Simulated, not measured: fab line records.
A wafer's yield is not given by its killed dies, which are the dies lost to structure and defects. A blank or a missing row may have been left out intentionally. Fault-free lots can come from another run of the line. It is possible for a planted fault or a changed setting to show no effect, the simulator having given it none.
Which tool did it? ; flow gf180mcu ; Sampling: 15 lots, 45 wafers, 2 of 602 route steps

== WHAT THE GAUGES READ, wafer by wafer ==
GF_M1_THK_MEAS_06: measures by xrf. Usual: M1_ALCU_THK typically reads 450 nm, with standard deviation 5.3.
lot;measured;on;M1_ALCU_THK (nm);flag
L666;day 16 12:50;film metro-02;454 457 453;
L669;day 17 08:44;film metro-04;454 446 458;
L671;day 18 08:40;film metro-02;451 456 451;
L672;day 18 13:38;film metro-03;447 448 446;
L673;day 18 14:19;film metro-03;443 457 450;
L674;day 19 03:50;film metro-03;496 507 493;OFF
L675;day 19 10:24;film metro-02;504 499 511;OFF
L676;day 19 20:47;film metro-04;502 502 497;OFF
L677;day 20 09:51;film metro-03;454 461 451;
L681;day 21 15:19;film metro-03;445 448 448;
L682;day 21 22:08;film metro-02;441 448 441;
L683;day 22 06:11;film metro-02;449 447 452;
L687;day 23 10:10;film metro-03;447 441 442;
L688;day 23 19:25;film metro-02;445 457 453;
L689;day 24 04:58;film metro-02;455 454 454;

== WHAT TOOL EACH LOT RAN ON (gives the tool, then ch and the chambers of the sampled wafers, and finally the start) ==
lot;GF_M1_SPUTTER_04
L666;pvd sputter-04, day 16 12:40
L669;pvd sputter-02, day 17 08:34
L671;pvd sputter-04, day 18 08:29
L672;pvd sputter-02, day 18 13:29
L673;pvd sputter-01, day 18 14:08
L674;pvd sputter-02, day 19 03:39
L675;pvd sputter-01, day 19 10:14
L676;pvd sputter-01, day 19 20:37
L677;pvd sputter-02, day 20 09:41
L681;pvd sputter-04, day 21 15:09
L682;pvd sputter-02, day 21 21:58
L683;pvd sputter-01, day 22 06:01
L687;pvd sputter-02, day 23 10:00
L688;pvd sputter-04, day 23 19:16
L689;pvd sputter-02, day 24 04:49
- GF_M1_SPUTTER_04: material TiN, target thk 50 nm, time 41.7 s.

== AS READ BY THE TOOLS THEMSELVES (means over the sampled wafers that have a number; for cases with no such wafer, the mark the record gives instead) ==
GF_M1_SPUTTER_04. Usual: cathode dc power W 6500.2 W, standard deviation 1.2; chamber pressure pa 0.4001 Pa, standard deviation 0.0007; throttle valve pct 29.3 %, standard deviation 1.1.
lot;tool;cathode dc power W (W);chamber pressure pa (Pa);throttle valve pct (%);flag
L666;pvd sputter-04;6501.1;0.4002;29.4;
L669;pvd sputter-02;6499.6;0.4006;30.5;
L671;pvd sputter-04;6500.2;0.4012;29.5;
L672;pvd sputter-02;6499.9;0.4010;29.0;
L673;pvd sputter-01;6499.9;0.3996;28.4;
L674;pvd sputter-02;-;-;-;OFF
L675;pvd sputter-01;-;-;-;OFF
L676;pvd sputter-01;-;-;-;OFF
L677;pvd sputter-02;6498.7;0.4003;29.0;
L681;pvd sputter-04;6500.5;0.4003;29.1;
L682;pvd sputter-02;6499.8;0.4004;29.6;
L683;pvd sputter-01;6498.7;0.4005;29.6;
L687;pvd sputter-02;6500.4;0.4000;29.9;
L688;pvd sputter-04;6501.2;0.3999;29.2;
L689;pvd sputter-02;6499.9;0.3995;28.9;

== THE ANSWER, worked out from the rows above alone ==
Rule: a lot counts as off when the mean over its wafers that have a number is more than 3 standard deviations away from the usual mean. A lot without any number at a reading at which 4 lots or more have one is off too. All remaining lots with rows at the step are treated as sound. After the gauges, taken in route order, come the tools' own readings; for these a lot's mean is taken, as printed above. The first step at which some lot is off is used, and at that step the reading that is off furthest; a lot without a number counts as furthest.
Off: L674, L675, L676, seen at GF_M1_THK_MEAS_06 (M1_ALCU_THK).
If a tool, at a process step before that reading, ran all the lots that are off and no sound lot after the first of them, it fits. The gauges at GF_M1_THK_MEAS_06 aren't tried: what is off there is off at GF_M1_SPUTTER_04 too, on other tools, and a gauge's error can't cause that. Of those tried, none fits.

== WHAT THE SIMULATOR HAD PUT IN ==
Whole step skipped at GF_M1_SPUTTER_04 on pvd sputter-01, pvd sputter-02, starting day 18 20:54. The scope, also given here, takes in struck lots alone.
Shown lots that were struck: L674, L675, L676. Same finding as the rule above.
